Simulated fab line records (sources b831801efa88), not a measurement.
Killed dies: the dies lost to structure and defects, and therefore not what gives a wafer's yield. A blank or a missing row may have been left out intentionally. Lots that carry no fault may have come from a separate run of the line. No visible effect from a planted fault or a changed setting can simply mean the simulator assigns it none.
The tool behind it: which one? ; flow sky130 ; 12 lots (36 wafers sampled), 1 step of a 708-step route

WHAT THE GAUGES SHOWED, per wafer
SKY_VT_ADJUST_HVTR_CD_MEAS_07: the cd target is 380 nm.
lot;measured;on;cd nm (nm)
L075;day 9 20:05;cd sem-01;381.5 380.9 382.2
L077;day 10 07:32;cd sem-02;383.0 380.4 382.8
L079;day 10 21:11;cd sem-02;374.5 376.8 376.7
L081;day 11 09:45;cd sem-01;384.6 386.1 386.4
L083;day 12 03:19;cd sem-01;378.1 379.4 380.6
L085;day 13 00:44;cd sem-01;375.9 379.4 378.5
L087;day 13 11:06;cd sem-02;380.6 383.2 381.3
L089;day 14 07:38;cd sem-02;382.7 381.7 383.1
L091;day 14 19:29;cd sem-01;381.0 378.0 377.5
L093;day 15 06:29;cd sem-01;381.4 384.5 384.9
L095;day 15 23:31;cd sem-02;382.1 382.2 381.9
L096;day 17 08:01;cd sem-02;384.4 379.6 383.0

EACH LOT AND THE TOOL THAT RAN IT (in order: tool; ch and the chambers of the sampled wafers; start)
The record holds no process step before these readings.

THE ANSWER, worked out from the rows above alone
Rule: the lots themselves supply what counts as usual. Put in order of their means at a reading, lots are off if they are a third of the lots or fewer, leave a main group of 4 or more, and stand apart from it by a gap of 3 or more times the standard deviation of the main group's means; of several such gaps the widest counts. The tables above print the reading to a certain number of digits; a main group whose means all agree to those digits is not used. A lot without any number at a reading at which 4 lots or more have one is off too. Where the step has rows for the other lots, those lots are counted as sound.
Across all readings shown, no lot is off: no conclusion can be drawn from this.

WHAT WAS PUT IN BY THE SIMULATOR
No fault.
